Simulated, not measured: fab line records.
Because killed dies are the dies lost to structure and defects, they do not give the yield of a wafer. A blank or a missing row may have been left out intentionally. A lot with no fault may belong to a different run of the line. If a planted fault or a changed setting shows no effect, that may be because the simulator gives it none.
The same fault as seen by 2 desks | flow gf180mcu | what lay behind the numbers comes last; until then each desk has only its own

== AT THE TOOL OWNER'S DESK: pvd sputter-01 ==
The tool's own readings at GF_TOP_METAL_SPUTTER_02 (material AlCu, target thk 900 nm, time 47.82 s): means of the sampled wafers that have a number, for each lot that ran on this tool. Marked OUT: a lot whose mean sits more than 4 standard deviations from the usual mean, which makes it out of limits; the brackets give that distance.
Columns: A = throttle valve pct at GF_TOP_METAL_SPUTTER_02, usual 30.2 %
lot  | first seen here | A
L707 | day 29 22:26    | 30.9
L711 | day 31 00:24    | 31.2
L712 | day 31 12:55    | 30.9
This desk's finding: nothing out of limits on any of the 3 lots.

== THE METROLOGY DESK ==
What the gauges read, lot by lot, whatever tool the lot ran on: means of the sampled wafers that have a number. Marked OUT: a lot whose mean sits more than 4 standard deviations from the usual mean, which makes it out of limits; the brackets give that distance.
Columns: A = M5_OVL at GF_M5_OVL_MEAS_08, usual 6 nm; B = V5_CVD_02_THK at GF_V5_THK_MEAS_03, usual 1458 nm; C = TOP_METAL_ALCU_RS at GF_TOP_METAL_RS_MEAS_05, usual 0.0330 ohm/sq; D = TOP_METAL_ALCU_THK at GF_TOP_METAL_THK_MEAS_06, usual 899 nm
lot  | first seen here | A  | B    | C                | D
L700 | day 26 18:41    | 2  | 1462 | 0.0330           | 911
L702 | day 27 15:44    | 6  | 1448 | 0.0328           | 907
L706 | day 28 22:06    | 12 | 1457 | 0.0329           | 904
L707 | day 29 00:22    | 9  | 1465 | 0.0332           | 890
L709 | day 29 16:27    | 3  | 1435 | 0.0326           | 908
L711 | day 30 03:22    | 4  | 1463 | 0.0376 (+14) OUT | 812 (-7.9) OUT
L712 | day 30 16:45    | 8  | 1459 | 0.0408 (+23) OUT | 745 (-14) OUT
L713 | day 30 18:05    | 10 | 1485 | 0.0333           | 895
L716 | day 31 11:30    | 3  | 1452 | 0.0336           | 879
L717 | day 31 19:49    | 3  | 1477 | 0.0334           | 882
L719 | day 32 10:25    | 12 | 1453 | 0.0327           | 903
Finding of this desk: L711, L712 out of limits, first seen on L711 at day 31 00:32 (TOP_METAL_ALCU_RS at GF_TOP_METAL_RS_MEAS_05). Within limits: L700, L702, L706, L707, L709, L713, L716, L717, L719.

== TAKEN TOGETHER ==
The metrology desk could have raised an alarm at day 31 00:32, on L711, L712.
The desk of the tool owner found nothing out of limits.
The tool owner's desk has L711, L712 on record, within its limits.
GF_TOP_METAL_SPUTTER_02 was run on pvd sputter-01 by each of the lots named.

== WHAT HAD BEEN PUT IN BY THE SIMULATOR ==
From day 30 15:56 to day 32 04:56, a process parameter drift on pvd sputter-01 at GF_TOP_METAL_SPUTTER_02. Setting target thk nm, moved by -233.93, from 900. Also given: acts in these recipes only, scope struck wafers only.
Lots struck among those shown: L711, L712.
Per desk, hours elapsed from the start of the fault to the first reading out of limits: for the metrology desk, 9.
